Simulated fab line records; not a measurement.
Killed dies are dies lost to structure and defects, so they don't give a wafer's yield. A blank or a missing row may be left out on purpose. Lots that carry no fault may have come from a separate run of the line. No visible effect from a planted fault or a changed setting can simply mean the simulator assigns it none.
Chamber matching ; flow gf180mcu ; pecvd-03 running GF_CONTACT_CVD_02: 3 sister chambers
The step deposits SiO2 from TEOS, target thk 860 nm, time 95.992 s. 6 wafers are shown with their chamber, then 6 later ones without.

## WAFERS, EACH WITH ITS CHAMBER
wafer;chamber;heater-power-w (W)
L520.4;1;620
L529.4;1;731
L531.3;0;706
L531.4;2;820
L532.3;0;640
L532.4;2;663

## WAFERS WITH NO CHAMBER GIVEN
wafer;heater-power-w (W)
L532.5;729
L534.1;744
L534.2;814
L540.2;700
L540.4;729
L540.5;634

## EACH ONE'S CHAMBER
wafer;from the rows above;in truth
L532.5;can't be placed: 2 or 1 or 0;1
L534.1;can't be placed: 2 or 1 or 0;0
L534.2;can't be placed: 2 or 1 or 0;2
L540.2;can't be placed: 1 or 0 or 2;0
L540.4;can't be placed: 2 or 1 or 0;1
L540.5;can't be placed: 0 or 1 or 2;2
0 of 6 placed correctly. Unplaceable from these rows: 6, with the true chamber sitting among the candidates in 6. 0 placed wrongly.
How it was worked out, from the rows above alone: a wafer's distance from a chamber is the root of the sum, over the readings, of the square of ((its reading less the chamber's mean) divided by the reading's scatter). The wafer belongs to the nearest chamber; if the next one is less than 2 further off, it can't be placed. A chamber's mean is the mean of its shown wafers. The scatter is the square root of a quotient: the sum, over the shown wafers, of each reading's squared deviation from its chamber's mean, divided by wafers minus chambers.
